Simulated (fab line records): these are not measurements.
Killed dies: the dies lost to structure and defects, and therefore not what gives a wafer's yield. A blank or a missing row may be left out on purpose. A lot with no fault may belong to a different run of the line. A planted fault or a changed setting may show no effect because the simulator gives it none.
The tool behind it: which one? | flow sky130 | Sampling: 13 lots, 39 wafers, 3 of 708 route steps

WHAT EACH GAUGE READ, for each wafer
SKY_SONOS_ONO_THK_MEAS_01. Usual: SONOS_ONO_OXIDATION_THK 2.59 nm, standard deviation 0.05.
lot  | measured     | on            | SONOS_ONO_OXIDATION_THK (nm) | flag
L390 | day 11 13:02 | film metro-02 | 2.50 2.60 2.51               |
L391 | day 11 18:29 | film metro-04 | 2.66 2.68 2.60               |
L392 | day 12 05:31 | film metro-04 | 2.64 2.60 2.55               |
L393 | day 12 19:22 | film metro-04 | 2.64 2.68 2.61               |
L396 | day 13 18:11 | film metro-01 | 2.57 2.54 2.54               |
L400 | day 15 02:01 | film metro-04 | 2.66 2.64 2.64               |
L401 | day 15 01:59 | film metro-01 | 2.62 2.57 2.60               |
L402 | day 15 13:07 | film metro-04 | 2.53 2.53 2.55               |
L404 | day 15 22:12 | film metro-02 | 2.56 2.55 2.57               |
L405 | day 16 08:17 | film metro-01 | 2.54 2.54 2.58               |
L406 | day 16 20:44 | film metro-02 | 2.53 2.48 2.58               |
L409 | day 17 21:13 | film metro-01 | 2.60 2.54 2.53               |
L413 | day 19 07:54 | film metro-04 | 2.52 2.56 2.49               |

SKY_SONOS_ONO_THK_MEAS_05. Usual: SONOS_ONO_CVD_04_THK 5.58 nm, standard deviation 0.11.
lot  | measured     | on            | SONOS_ONO_CVD_04_THK (nm) | flag
L390 | day 11 17:05 | film metro-02 | 5.62 5.65 5.61            |
L391 | day 12 00:16 | film metro-02 | 5.70 5.72 5.68            |
L392 | day 12 08:33 | film metro-01 | 5.59 5.54 5.55            |
L393 | day 13 00:24 | film metro-02 | 5.36 5.41 5.40            |
L396 | day 13 22:33 | film metro-01 | 5.45 5.51 5.56            |
L400 | day 15 05:25 | film metro-01 | 5.67 5.77 5.74            |
L401 | day 15 06:38 | film metro-01 | 5.57 5.71 5.57            |
L402 | day 15 19:56 | film metro-02 | 5.68 5.65 5.66            |
L404 | day 16 01:19 | film metro-04 | 5.65 5.79 5.74            |
L405 | day 16 11:28 | film metro-04 | 5.52 5.63 5.50            |
L406 | day 16 23:34 | film metro-02 | 5.56 5.72 5.66            |
L409 | day 18 00:10 | film metro-02 | 5.70 5.67 5.79            |
L413 | day 19 10:19 | film metro-02 | 5.51 5.52 5.50            |

TOOL THAT RAN EACH LOT (tool first, then ch and the chambers of the sampled wafers, then the start)
lot  | SKY_VT_ADJUST_HVTR_STRIP_10
L390 | plasma asher-02 ch 0,1, day 9 14:16
L391 | plasma asher-02 ch 0,1, day 9 18:04
L392 | plasma asher-02 ch 0,1, day 10 05:28
L393 | plasma asher-01 ch 1, day 10 13:16
L396 | plasma asher-04 ch 1, day 11 14:23
L400 | plasma asher-04 ch 0,1, day 12 19:47
L401 | plasma asher-02 ch 0,1, day 12 20:04
L402 | plasma asher-01 ch 0,1, day 13 04:52
L404 | plasma asher-01 ch 0,1, day 13 14:28
L405 | plasma asher-01 ch 0,1, day 13 22:40
L406 | plasma asher-04 ch 0,1, day 14 11:58
L409 | plasma asher-01 ch 0,1, day 15 10:16
L413 | plasma asher-04 ch 0,1, day 16 15:47
- SKY_VT_ADJUST_HVTR_STRIP_10: strips in O2/N2.

WHAT THE TOOLS THEMSELVES READ (means of the sampled wafers that have a number; where no wafer has one, the mark that the record gives instead)
SKY_VT_ADJUST_HVTR_STRIP_10. Usual: drypump motor current A 5.6 A, standard deviation 0.43; oes product au 0.715 a.u., standard deviation 0.0046; strip time to endpoint s 14.18 s, standard deviation 0.045.
lot  | tool            | drypump motor current A (A) | oes product au (a.u.) | strip time to endpoint s (s) | flag
L390 | plasma asher-02 | 5.9                         | 0.715                 | 14.16                        |
L391 | plasma asher-02 | 5.9                         | 0.715                 | 14.09                        |
L392 | plasma asher-02 | 5.9                         | 0.715                 | 14.15                        |
L393 | plasma asher-01 | 5.2                         | 0.717                 | 14.27                        |
L396 | plasma asher-04 | 6.5                         | 0.711                 | 14.23                        |
L400 | plasma asher-04 | 5.6                         | 0.719                 | 14.18                        |
L401 | plasma asher-02 | 5.9                         | 0.708                 | 14.24                        |
L402 | plasma asher-01 | 5.4                         | 0.714                 | 14.20                        |
L404 | plasma asher-01 | 5.4                         | 0.718                 | 14.18                        |
L405 | plasma asher-01 | 5.3                         | 0.716                 | 14.24                        |
L406 | plasma asher-04 | 6.1                         | 0.712                 | 14.15                        |
L409 | plasma asher-01 | 5.4                         | 0.712                 | 14.14                        |
L413 | plasma asher-04 | 5.6                         | 0.718                 | 14.20                        |

THE ANSWER, worked out from the rows above alone
Rule: a lot counts as off when the mean over its wafers that have a number is more than 3 standard deviations away from the usual mean. Also off: a lot with no number at a reading for which 4 or more lots have one. All remaining lots with rows at the step are treated as sound. The gauges are gone through in route order, then the tools' own readings, and for those a lot's mean is taken as printed above. The first step at which some lot is off is used, and at that step the reading that is off furthest; a lot without a number counts as furthest.
No lot is off at any reading shown: from this, nothing can be told.

WHAT THE SIMULATOR PUT IN
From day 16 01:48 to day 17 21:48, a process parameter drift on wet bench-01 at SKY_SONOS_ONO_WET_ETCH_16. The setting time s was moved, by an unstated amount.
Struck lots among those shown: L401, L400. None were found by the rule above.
